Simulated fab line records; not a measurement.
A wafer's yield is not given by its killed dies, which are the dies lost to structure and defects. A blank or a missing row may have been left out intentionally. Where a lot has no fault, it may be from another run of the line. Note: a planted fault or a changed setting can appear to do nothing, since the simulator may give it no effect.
Which tool was responsible? :: flow gf180mcu :: 14 lots with 42 wafers sampled at 3 steps, on a route of 602 steps

## WHAT THE GAUGES SHOWED, per wafer
GF_V3_THK_MEAS_01. Usual: V3_CVD_00_THK typically reads 600 nm, with standard deviation 7.2.
lot: L526
measured: day 21 05:54
on: film metro-04
V3_CVD_00_THK (nm): 601 606 602
flag: 

lot: L529
measured: day 22 15:53
on: film metro-04
V3_CVD_00_THK (nm): 600 599 605
flag: 

lot: L530
measured: day 23 05:26
on: film metro-02
V3_CVD_00_THK (nm): 585 591 598
flag: 

lot: L531
measured: day 23 17:29
on: film metro-04
V3_CVD_00_THK (nm): 591 590 614
flag: 

lot: L532
measured: day 24 04:40
on: film metro-01
V3_CVD_00_THK (nm): 599 599 602
flag: 

lot: L533
measured: day 24 22:31
on: film metro-04
V3_CVD_00_THK (nm): 604 615 611
flag: 

lot: L534
measured: day 25 02:13
on: film metro-04
V3_CVD_00_THK (nm): 611 594 599
flag: 

lot: L535
measured: day 25 13:43
on: film metro-02
V3_CVD_00_THK (nm): 602 608 613
flag: 

lot: L536
measured: day 25 22:22
on: film metro-04
V3_CVD_00_THK (nm): 600 615 612
flag: 

lot: L538
measured: day 26 08:45
on: film metro-04
V3_CVD_00_THK (nm): 597 601 604
flag: 

lot: L539
measured: day 26 21:18
on: film metro-02
V3_CVD_00_THK (nm): 612 606 599
flag: 

lot: L540
measured: day 27 03:02
on: film metro-02
V3_CVD_00_THK (nm): 600 603 594
flag: 

lot: L544
measured: day 28 04:57
on: film metro-01
V3_CVD_00_THK (nm): 596 606 584
flag: 

lot: L547
measured: day 28 12:12
on: film metro-01
V3_CVD_00_THK (nm): 589 598 596
flag: 

## TOOL THAT RAN EACH LOT (tool first, then ch and the chambers of the sampled wafers, then the start)
lot: L526
GF_M3_SPUTTER_01: pvd sputter-01, day 20 04:55
GF_M3_SPUTTER_04: pvd sputter-01, day 20 04:59

lot: L529
GF_M3_SPUTTER_01: pvd sputter-01, day 21 15:25
GF_M3_SPUTTER_04: pvd sputter-01, day 21 15:30

lot: L530
GF_M3_SPUTTER_01: pvd sputter-01, day 22 05:51
GF_M3_SPUTTER_04: pvd sputter-01, day 22 05:56

lot: L531
GF_M3_SPUTTER_01: pvd sputter-03, day 22 17:41
GF_M3_SPUTTER_04: pvd sputter-03, day 22 17:46

lot: L532
GF_M3_SPUTTER_01: pvd sputter-01, day 23 04:32
GF_M3_SPUTTER_04: pvd sputter-01, day 23 04:37

lot: L533
GF_M3_SPUTTER_01: pvd sputter-01, day 23 23:56
GF_M3_SPUTTER_04: pvd sputter-01, day 24 00:01

lot: L534
GF_M3_SPUTTER_01: pvd sputter-03, day 24 02:47
GF_M3_SPUTTER_04: pvd sputter-03, day 24 02:52

lot: L535
GF_M3_SPUTTER_01: pvd sputter-01, day 24 15:34
GF_M3_SPUTTER_04: pvd sputter-01, day 24 15:39

lot: L536
GF_M3_SPUTTER_01: pvd sputter-01, day 25 00:11
GF_M3_SPUTTER_04: pvd sputter-01, day 25 00:16

lot: L538
GF_M3_SPUTTER_01: pvd sputter-01, day 25 10:37
GF_M3_SPUTTER_04: pvd sputter-01, day 25 10:42

lot: L539
GF_M3_SPUTTER_01: pvd sputter-03, day 25 20:41
GF_M3_SPUTTER_04: pvd sputter-03, day 25 20:46

lot: L540
GF_M3_SPUTTER_01: pvd sputter-01, day 26 05:05
GF_M3_SPUTTER_04: pvd sputter-01, day 26 05:10

lot: L544
GF_M3_SPUTTER_01: pvd sputter-01, day 27 07:19
GF_M3_SPUTTER_04: pvd sputter-01, day 27 07:23

lot: L547
GF_M3_SPUTTER_01: pvd sputter-03, day 27 15:41
GF_M3_SPUTTER_04: pvd sputter-03, day 27 15:46
- GF_M3_SPUTTER_01: material TiN, target thk 30 nm, time 25 s.
- GF_M3_SPUTTER_04: material TiN, target thk 50 nm, time 41.7 s.

## AS READ BY THE TOOLS THEMSELVES (means over the sampled wafers that have a number; for cases with no such wafer, the mark the record gives instead)
GF_M3_SPUTTER_01. Usual: throttle valve pct reads 29.4 % (standard deviation 1.3).
lot: L526
tool: pvd sputter-01
throttle valve pct (%): 29.0
flag: 

lot: L529
tool: pvd sputter-01
throttle valve pct (%): 29.6
flag: 

lot: L530
tool: pvd sputter-01
throttle valve pct (%): 28.9
flag: 

lot: L531
tool: pvd sputter-03
throttle valve pct (%): 29.7
flag: 

lot: L532
tool: pvd sputter-01
throttle valve pct (%): 29.9
flag: 

lot: L533
tool: pvd sputter-01
throttle valve pct (%): 29.7
flag: 

lot: L534
tool: pvd sputter-03
throttle valve pct (%): 29.6
flag: 

lot: L535
tool: pvd sputter-01
throttle valve pct (%): 29.1
flag: 

lot: L536
tool: pvd sputter-01
throttle valve pct (%): 29.1
flag: 

lot: L538
tool: pvd sputter-01
throttle valve pct (%): 29.8
flag: 

lot: L539
tool: pvd sputter-03
throttle valve pct (%): 29.9
flag: 

lot: L540
tool: pvd sputter-01
throttle valve pct (%): 29.2
flag: 

lot: L544
tool: pvd sputter-01
throttle valve pct (%): 29.1
flag: 

lot: L547
tool: pvd sputter-03
throttle valve pct (%): 29.7
flag: 

GF_M3_SPUTTER_04. Usual: throttle valve pct reads 29.4 % (standard deviation 1.3).
lot: L526
tool: pvd sputter-01
throttle valve pct (%): 29.1
flag: 

lot: L529
tool: pvd sputter-01
throttle valve pct (%): 29.6
flag: 

lot: L530
tool: pvd sputter-01
throttle valve pct (%): 28.9
flag: 

lot: L531
tool: pvd sputter-03
throttle valve pct (%): 29.6
flag: 

lot: L532
tool: pvd sputter-01
throttle valve pct (%): 29.9
flag: 

lot: L533
tool: pvd sputter-01
throttle valve pct (%): 29.6
flag: 

lot: L534
tool: pvd sputter-03
throttle valve pct (%): 29.6
flag: 

lot: L535
tool: pvd sputter-01
throttle valve pct (%): 29.2
flag: 

lot: L536
tool: pvd sputter-01
throttle valve pct (%): 29.2
flag: 

lot: L538
tool: pvd sputter-01
throttle valve pct (%): 29.7
flag: 

lot: L539
tool: pvd sputter-03
throttle valve pct (%): 29.7
flag: 

lot: L540
tool: pvd sputter-01
throttle valve pct (%): 29.3
flag: 

lot: L544
tool: pvd sputter-01
throttle valve pct (%): 29.3
flag: 

lot: L547
tool: pvd sputter-03
throttle valve pct (%): 29.8
flag: 

## THE ANSWER, worked out from the rows above alone
Rule: take the mean of a lot's wafers that have a number; if it is more than 3 standard deviations from the usual mean, the lot is off. Also off: a lot with no number at a reading for which 4 or more lots have one. Where the step has rows for the other lots, those lots are counted as sound. Order of review: gauges by route order, followed by the tools' own readings, for which a lot's mean as printed above is used. The first step at which some lot is off is used, and at that step the reading that is off furthest; a lot without a number counts as furthest.
Nothing can be told from this: no lot is off at any reading shown.

## WHAT THE SIMULATOR HAD PUT IN
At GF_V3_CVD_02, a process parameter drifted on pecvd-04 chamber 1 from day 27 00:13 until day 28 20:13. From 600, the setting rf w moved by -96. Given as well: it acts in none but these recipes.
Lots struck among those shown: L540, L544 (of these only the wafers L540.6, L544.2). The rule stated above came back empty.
